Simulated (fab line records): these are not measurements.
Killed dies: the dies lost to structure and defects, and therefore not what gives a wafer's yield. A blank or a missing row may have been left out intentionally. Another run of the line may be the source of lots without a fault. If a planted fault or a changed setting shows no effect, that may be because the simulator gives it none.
Which of the tools did it?    flow gf180mcu    15 lots, 43 wafers sampled, at 4 steps of a route of 602

## WHAT THE GAUGES READ, wafer by wafer
GF_HV_LDD_CD_MEAS_07: the cd target is 400 nm.
lot   measured      on         cd_nm (nm)
L256  day 10 04:26  cd_sem-02  397.6 401.6 400.6
L258  day 10 19:24  cd_sem-01  396.5 396.2 395.7
L259  day 11 03:56  cd_sem-02  398.5 398.5 397.6
L260  day 11 08:51  cd_sem-01  402.3 400.8 401.2
L261  day 11 10:50  cd_sem-01  398.6 398.0 396.2
L262  day 11 17:14  cd_sem-01  399.9 398.1 399.7
L265  day 12 17:46  cd_sem-01  402.8 402.4 401.4
L266  day 12 21:41  cd_sem-02  398.8 399.5 399.3
L268  day 13 13:20  cd_sem-02  400.9 399.2 401.0
L269  day 14 01:32  cd_sem-02  396.1 396.2
L270  day 14 07:50  cd_sem-01  400.1 400.7
L271  day 14 11:21  cd_sem-01  397.1 397.6
L277  day 16 12:53  cd_sem-02  398.6 398.5 398.5
L278  day 16 14:59  cd_sem-01  401.4 403.3 404.1
L279  day 16 23:40  cd_sem-02  401.7 400.2 402.7

GF_HV_LDD_TW_MEAS_23.
lot   measured      on             HV_LDD_2_TW
L256  day 10 23:31  film_metro-03  1045 1049 1046
L258  day 11 14:10  film_metro-02  1049 1048 1046
L259  day 11 22:48  film_metro-03  1038 1035 1038
L260  day 12 03:43  film_metro-04  1050 1051 1051
L261  day 12 06:10  film_metro-02  1052 1063 1055
L262  day 12 11:56  film_metro-02  1059 1060 1060
L265  day 13 14:33  film_metro-02  1057 1051 1056
L266  day 13 18:26  film_metro-02  1054 1049 1055
L268  day 14 10:11  film_metro-04  1049 1049 1047
L269  day 14 23:44  film_metro-04  1051 1053
L270  day 15 05:59  film_metro-03  1046 1047
L271  day 15 09:07  film_metro-03  1047 1047
L277  day 17 12:53  film_metro-04  1040 1047 1041
L278  day 17 15:02  film_metro-02  1046 1044 1048
L279  day 17 23:30  film_metro-03  1039 1043 1042

GF_HV_LDD_CD_MEAS_31: the cd target is 400 nm.
lot   measured      on         cd_nm (nm)
L256  day 11 18:04  cd_sem-02  398.4 397.2 398.7
L258  day 12 09:01  cd_sem-01  397.3 394.5 397.8
L259  day 12 17:29  cd_sem-01  399.3 401.6 400.7
L260  day 12 23:31  cd_sem-01  398.3 395.6 397.5
L261  day 13 01:08  cd_sem-02  397.8 395.0 396.6
L262  day 13 08:01  cd_sem-02  398.3 397.1 397.9
L265  day 14 10:26  cd_sem-01  401.3 401.0 403.0
L266  day 14 15:02  cd_sem-01  401.2 403.0 401.3
L268  day 15 06:50  cd_sem-02  402.4 401.5 402.3
L269  day 15 21:14  cd_sem-01  400.4 398.8
L270  day 16 03:58  cd_sem-01  400.7 399.3
L271  day 16 07:24  cd_sem-02  402.3 403.1
L277  day 18 12:07  cd_sem-02  397.1 397.0 398.3
L278  day 18 14:35  cd_sem-01  396.1 399.2 399.5
L279  day 18 23:27  cd_sem-01  402.8 401.8 402.8

## WHICH TOOL RAN EACH LOT (tool, then ch and the chambers of the sampled wafers, then the start)
lot   GF_POLY_GATE_ETCH_13
L256  rie_si-02 ch 1,2, day 9 09:02
L258  rie_si-01 ch 0,1, day 10 00:23
L259  rie_si-01 ch 0,3, day 10 07:33
L260  rie_si-02 ch 0,3, day 10 11:36
L261  rie_si-02 ch 0,1,2, day 10 15:02
L262  rie_si-01 ch 1,3, day 10 21:45
L265  rie_si-02 ch 1,2,3, day 11 20:51
L266  rie_si-02 ch 1,2,3, day 11 23:55
L268  rie_si-01 ch 2,3, day 12 15:52
L269  rie_si-02 ch 0,1, day 13 04:05
L270  rie_si-02 ch 0,1, day 13 07:20
L271  rie_si-02 ch 0,3, day 13 13:34
L277  rie_si-01 ch 1,2,3, day 15 11:44
L278  rie_si-01 ch 1,2,3, day 15 15:28
L279  rie_si-01 ch 0,1,2, day 15 23:15
- GF_POLY_GATE_ETCH_13: etches poly-Si in HBr/Cl2, stops on SiO2, target depth 198.5 nm, time 69.6 s.

## AS READ BY THE TOOLS THEMSELVES (means over the sampled wafers that have a number; for cases with no such wafer, the mark the record gives instead)
GF_POLY_GATE_ETCH_13.
lot   tool       drypump_motor_current_A (A)  oes_product_au (a.u.)  run_length_s (s)  throttle_valve_pct (%)
L256  rie_si-02  5.39                         0.984                  98.2              33.680
L258  rie_si-01  5.70                         0.989                  98.0              33.679
L259  rie_si-01  5.68                         0.996                  98.4              33.687
L260  rie_si-02  5.55                         0.995                  98.4              33.683
L261  rie_si-02  5.43                         0.997                  98.2              33.685
L262  rie_si-01  5.71                         0.992                  97.6              33.688
L265  rie_si-02  5.44                         0.988                  98.0              33.686
L266  rie_si-02  5.43                         0.996                  98.2              33.680
L268  rie_si-01  5.42                         0.992                  98.7              33.687
L269  rie_si-02  5.39                         1.000                  88.7              33.693
L270  rie_si-02  5.45                         1.001                  91.9              33.680
L271  rie_si-02  5.56                         1.024                  78.7              33.691
L277  rie_si-01  5.56                         0.990                  97.9              33.686
L278  rie_si-01  5.54                         0.991                  98.0              33.680
L279  rie_si-01  5.59                         0.986                  98.1              33.680

## THE ANSWER, worked out from the rows above alone
Rule: what is usual is taken from the lots themselves. Put in order of their means at a reading, lots are off if they are a third of the lots or fewer, leave a main group of 4 or more, and stand apart from it by a gap of 3 or more times the standard deviation of the main group's means; of several such gaps the widest counts. The tables above print the reading to a certain number of digits; a main group whose means all agree to those digits is not used. Also off: a lot with no number at a reading for which 4 or more lots have one. All remaining lots with rows at the step are treated as sound. Order of review: gauges by route order, followed by the tools' own readings, for which a lot's mean as printed above is used. The first step at which some lot is off is used, and at that step the reading that is off furthest; a lot without a number counts as furthest.
Off, at GF_POLY_GATE_ETCH_13 on run_length_s: L269, L270, L271. Mean 98.1 s and standard deviation 0.27 in the main group.
A tool fits if, at that step or a process step before it, it ran every lot that is off, and no sound lot after the first of them. One fits: rie_si-02 at GF_POLY_GATE_ETCH_13. Its last sound lot is L266 (day 11 23:55), its first lot that is off L269 (day 13 04:05): a fault that began between those two fits.
The tool's own readings at GF_POLY_GATE_ETCH_13 bear it out: on the lots that are off they differ by more than 5 times the standard deviation of the sound lots' means. run_length_s reads 86.4 s there against 98.1 s on the sound lots.

## WHAT HAD BEEN PUT IN BY THE SIMULATOR
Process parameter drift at GF_POLY_GATE_ETCH_13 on rie_si-02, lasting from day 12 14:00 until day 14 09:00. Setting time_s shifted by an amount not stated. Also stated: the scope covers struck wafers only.
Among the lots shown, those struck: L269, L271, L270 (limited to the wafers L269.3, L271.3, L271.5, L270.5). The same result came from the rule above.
